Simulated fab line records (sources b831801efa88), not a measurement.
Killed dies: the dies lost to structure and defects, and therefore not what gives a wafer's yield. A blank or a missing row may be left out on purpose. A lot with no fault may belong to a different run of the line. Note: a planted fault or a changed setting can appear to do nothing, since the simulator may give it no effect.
Which tool was responsible? + flow sky130 + Sampling: 12 lots, 36 wafers, 2 of 708 route steps

## WHAT THE GAUGES SHOWED, per wafer
SKY_RES_XHIGH_TW_MEAS_09.
| lot  | measured     | on            | RES_XHIGH_TW   |
|------|--------------|---------------|----------------|
| L074 | day 27 07:25 | film metro-02 | 1653 1659 1655 |
| L077 | day 27 13:43 | film metro-03 | 1648 1635 1643 |
| L079 | day 28 08:56 | film metro-03 | 1652 1644 1643 |
| L081 | day 29 10:00 | film metro-01 | 1625 1626 1640 |
| L084 | day 30 11:21 | film metro-02 | 1659 1658 1655 |
| L085 | day 30 22:33 | film metro-02 | 1657 1657 1652 |
| L087 | day 31 16:28 | film metro-02 | 1649 1650 1646 |
| L089 | day 31 22:57 | film metro-02 | 1658 1654 1640 |
| L091 | day 32 16:09 | film metro-03 | 1651 1645 1656 |
| L093 | day 33 09:14 | film metro-01 | 1626 1628 1623 |
| L095 | day 33 15:49 | film metro-02 | 1645 1640 1645 |
| L097 | day 34 10:16 | film metro-03 | 1634 1650 1641 |

## TOOL THAT RAN EACH LOT (tool first, then ch and the chambers of the sampled wafers, then the start)
| lot  | SKY_POLY_CUT_ETCH_10               |
|------|------------------------------------|
| L074 | rie diel-02 ch 0,1,2, day 24 19:32 |
| L077 | rie diel-02 ch 1,2,3, day 25 02:46 |
| L079 | rie diel-03 ch 0,1,2, day 25 22:11 |
| L081 | rie diel-04 ch 1,2, day 26 22:52   |
| L084 | rie diel-03 ch 0,1,3, day 28 01:50 |
| L085 | rie diel-02 ch 0,1,2, day 28 13:19 |
| L087 | rie diel-03 ch 0,1, day 29 08:44   |
| L089 | rie diel-02 ch 1,2, day 29 14:47   |
| L091 | rie diel-03 ch 0,1, day 30 07:07   |
| L093 | rie diel-02 ch 1,2, day 31 01:04   |
| L095 | rie diel-02 ch 1,2,3, day 31 07:01 |
| L097 | rie diel-04 ch 0,1,2, day 32 03:26 |
- SKY_POLY_CUT_ETCH_10: etches BARC in N2/H2, stops on SiO2, time 45.9 s, target depth 60 nm.

## THE ANSWER, worked out from the rows above alone
Rule: the lots themselves supply what counts as usual. Put in order of their means at a reading, lots are off if they are a third of the lots or fewer, leave a main group of 4 or more, and stand apart from it by a gap of 3 or more times the standard deviation of the main group's means; of several such gaps the widest counts. If all means in a main group match to the digits the tables above print for the reading, that group is not used. Also off: a lot with no number at a reading for which 4 or more lots have one. Where the step has rows for the other lots, those lots are counted as sound.
Nothing can be told from this: no lot is off at any reading shown.

## WHAT THE SIMULATOR PUT IN
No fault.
